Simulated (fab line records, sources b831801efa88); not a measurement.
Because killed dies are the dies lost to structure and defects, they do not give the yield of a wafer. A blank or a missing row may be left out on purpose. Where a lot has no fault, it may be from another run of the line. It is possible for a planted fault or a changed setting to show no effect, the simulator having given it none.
A lot that was struck, set against a sound lot + flow sky130 + 23 steps out of a route of 708
Sound: wafers L551.3, L551.4, L551.5. The struck wafers were L558.1, L558.2, L558.5. Last of all comes the cause.
Order at every step that has rows: each side's tool, ch and its chambers, its first start. Under that, the readings that differ: sound wafers + struck wafers + difference of the means + sigmas: that difference in standard deviations of wafers without a fault.
alike: words and numbers the same on both sides, and readings whose means are apart by under 2 such deviations; not compared: readings that were withheld, readings missing a value for some wafer, numbers with overlapping values and no deviation given by the record, and bounds like >300 which may hide the same value.
The two part at a step that has a row with sigmas, a row that says differs or no value, or rows on one side only. Numbers that don't overlap but have no deviation are shown without sigmas and don't part them. Lack of a reading on every wafer of one side parts them only where that side has two or more wafers.

first, 6 steps without rows for these wafers: SKY_VT_ADJUST_LVTN_HMDS_12 (prime time 60 s); SKY_VT_ADJUST_LVTN_COAT_13 (resist thk 1140 nm); SKY_VT_ADJUST_LVTN_SOFTBAKE_14 (time 60 s); SKY_VT_ADJUST_LVTN_EXPOSE_15 (exposes mask HVN STD DERIVED, target cd 600 nm); SKY_VT_ADJUST_LVTN_PEB_16; SKY_VT_ADJUST_LVTN_DEVELOP_17 (develop time 60 s).
SKY_VT_ADJUST_LVTN_OVL_MEAS_18:
  sound: overlay-02 at day 10 01:46; struck: overlay-01 at day 12 05:33
  alike: VT_ADJUST_LVTN_01_OVL
after that, 1 step had no rows for these wafers: SKY_VT_ADJUST_LVTN_IMPLANT_19.
SKY_VT_ADJUST_LVTN_STRIP_20: strips in O2/N2.
  sound on plasma_asher-02 ch 0,1, day 10 01:59; struck on plasma_asher-01 ch 0,1, day 12 05:44
| reading                      | sound             | struck            | difference | sigmas |
|------------------------------|-------------------|-------------------|------------|--------|
| strip_time_to_endpoint_s (s) | 14.11 14.11 14.15 | 14.25 14.26 14.25 | +0.13      | +3     |
  alike: drypump_motor_current_A, oes_product_au
  not compared: rf_hours_counter_h
SKY_VT_ADJUST_LVTN_TW_MEAS_21:
  sound: film_metro-02 at day 10 02:04; struck: film_metro-04 at day 12 05:50
  alike: VT_ADJUST_LVTN_2_TW
then, 2 steps without rows for these wafers: SKY_VT_ADJUST_NCORE_DEHYDRATE_00 (time 60 s); SKY_VT_ADJUST_NCORE_HMDS_01 (prime time 60 s).
SKY_VT_ADJUST_NCORE_COAT_02: resist thk 1140 nm.
  sound on litho_track-03 ch 0, day 10 12:50; struck on litho_track-04 ch 0, day 12 17:21
| reading                                              | sound          | struck         | difference | sigmas |
|------------------------------------------------------|----------------|----------------|------------|--------|
| model.NOVOLAK_of_VT_ADJUST_NCORE_COAT_02.thk_nm (nm) | 1145 1142 1143 | 1185 1184 1182 | +40        |        |
  alike: spin_speed_rpm
then, 3 steps without rows for these wafers: SKY_VT_ADJUST_NCORE_SOFTBAKE_03 (time 60 s); SKY_VT_ADJUST_NCORE_EXPOSE_04 (exposes mask LVTN COMPLEMENT THIN, target cd 380 nm); SKY_VT_ADJUST_NCORE_PEB_05.
SKY_VT_ADJUST_NCORE_DEVELOP_06: develop time 60 s.
  sound on litho_track-03 ch 0, day 11 01:17; struck on litho_track-03 ch 0, day 13 06:50
| reading                                              | sound          | struck         | difference | sigmas |
|------------------------------------------------------|----------------|----------------|------------|--------|
| model.NOVOLAK_of_VT_ADJUST_NCORE_COAT_02.thk_nm (nm) | 1145 1141 1142 | 1185 1183 1182 | +41        |        |
SKY_VT_ADJUST_NCORE_CD_MEAS_07: the cd target is 380 nm.
  sound: cd_sem-01 at day 11 01:26; struck: cd_sem-01 at day 13 06:59
  alike: cd_nm
SKY_VT_ADJUST_NCORE_OVL_MEAS_08:
  sound: overlay-02 at day 11 01:31; struck: overlay-01 at day 13 07:06
  alike: VT_ADJUST_NCORE_OVL
after that, 1 step had no rows for these wafers: SKY_VT_ADJUST_NCORE_IMPLANT_09.
SKY_VT_ADJUST_NCORE_STRIP_10: strips in O2/N2.
  sound on plasma_asher-02 ch 0,1, day 11 01:43; struck on plasma_asher-02 ch 0,1, day 13 07:17
| reading                      | sound             | struck            | difference | sigmas |
|------------------------------|-------------------|-------------------|------------|--------|
| strip_time_to_endpoint_s (s) | 14.25 14.23 14.23 | 14.70 14.67 14.69 | +0.45      | +12    |
  alike: drypump_motor_current_A, oes_product_au
  not compared: rf_hours_counter_h
SKY_VT_ADJUST_NCORE_TW_MEAS_11:
  sound: film_metro-02 at day 11 01:49; struck: film_metro-01 at day 13 07:23
| reading            | sound             | struck            | difference | sigmas |
|--------------------|-------------------|-------------------|------------|--------|
| VT_ADJUST_NCORE_TW | 222.0 222.3 221.8 | 217.7 217.1 216.2 | -5.0       | -3     |
after that, 1 step had no rows for these wafers: SKY_PAD_OPEN_PROBE_99.

## WHERE THEY PART
Earliest at SKY_VT_ADJUST_LVTN_STRIP_20; latest, in this record, at SKY_VT_ADJUST_NCORE_TW_MEAS_11.

WHY: what had been put in by the simulator
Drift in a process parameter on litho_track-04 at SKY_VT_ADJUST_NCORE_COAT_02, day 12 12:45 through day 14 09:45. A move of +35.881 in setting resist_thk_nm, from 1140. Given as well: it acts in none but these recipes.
